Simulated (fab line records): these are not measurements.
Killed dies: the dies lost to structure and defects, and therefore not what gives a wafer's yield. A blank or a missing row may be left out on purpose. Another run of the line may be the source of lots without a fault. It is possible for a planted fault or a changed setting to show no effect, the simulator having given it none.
Problem report in the 8D (eight disciplines) form, filled by code	flow gf180mcu	the parts of the form that need people (team, actions taken, sign-off) are left out

== 1. WHAT WENT WRONG ==
V1_W_RS at GF_V1_RS_MEAS_24 reads a mean of 0.465 ohm/sq on 1 wafer of 1 lot; wafers without a fault read 0.324 ohm/sq with a standard deviation of 0.0057. Measured from the usual mean, that is +25 standard deviations.
The step: measures by four-point-probe.
The first sign was on wafer L659.1 at day 23 05:01, on film metro-04. Wafers with a number at this step in the record: 33, from 11 lots. By rule, "out" or "out of limits" means more than 4 standard deviations away from the usual mean. All remaining wafers that have a number are taken as sound.

== 2. WHAT IT IS AND WHAT IT IS NOT ==
question	is	is not
which readings at this step	V1_W_RS	-
which lots	L659	L646, L647, L648, L649, L660, L662, L664, L667, L668, L669
which wafers of those lots	L659.1	L659.3, L659.5
read on which gauges	film metro-04	film metro-02, film metro-03
when	from day 23 05:01	up to then (14 sound wafers); but 18 sound wafers of L660, L662, L664, L667, L668, L669 came after

== 3. SUSPECTS, AND WHAT RULES EACH OUT ==
Counting: if a tool at a process step up to the reading ran every lot that is out, it stays a suspect. Sound lots after the first of them don't rule it out here, since some wafers of a struck lot are sound.
- the gauge at GF_V1_RS_MEAS_24 has been ruled out. All the wafers that are out were read on film metro-04, but those of them that GF_V1_CMP_26 has rows for are out there too, on other tools.
- cvd w-02 at GF_V1_CVD_23 (deposits W, target thk 350 nm, time 105.05 s): kept. The lot that is out, L659, ran on it at day 23 04:55; the last sound lot it ran before that was L648, at day 18 23:11.
- Within cvd w-02 at GF_V1_CVD_23, the wafers that are out were processed in chamber 1 and their sound lot-mates in chamber 0.
Left after counting: cvd w-02 at GF_V1_CVD_23.

== 4. THE CAUSE (what the simulator had put in) ==
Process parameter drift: cvd w-02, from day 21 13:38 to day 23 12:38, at GF_V1_CVD_23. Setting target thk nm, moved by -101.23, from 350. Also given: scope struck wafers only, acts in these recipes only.
This tool alone remained once counting was done.

== 5. THE CHAIN OF EFFECTS, in route order ==
Each row: a reading where the mean over the struck wafers with a number is more than 3 standard deviations away from the usual. Only readings whose record carries a usual standard deviation are examined. hours: median over the lots of the time between each lot's start at the first step of this table that gives one and its start at this step. sigmas: the change, counted in usual standard deviations.
hours	step	reading	usual	on struck wafers	change	sigmas
0	GF_V1_RS_MEAS_24	V1_W_RS	0.324 ohm/sq	0.465	+0.141	+25
0	GF_V1_THK_MEAS_25	V1_W_THK	362 nm	253	-109	-14
0	GF_V1_CMP_26	time to endpoint s	85 s	63	-22	-5.1
Here are the process steps it includes:
- GF_V1_CMP_26: polishes, stops on SiO2, t overpolish 15 s, target thk 0 nm.

== 6. WHAT WOULD HAVE CAUGHT IT SOONER ==
Counted from the fault's start at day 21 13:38, it took 39 hours until the first out-of-limits reading at a measuring or inspecting step in this record, taken at day 23 05:01.
An alarm limit of 4 standard deviations would not have fired on the tool readings at GF_V1_CVD_23 for which the record gives a usual standard deviation, since none of them was out on any struck wafer.
By day 23 05:01 the whole set of lots that are out, 1 in number, had already begun GF_V1_CVD_23 on cvd w-02. Had the tool been put on hold then, not one of them would have been saved.
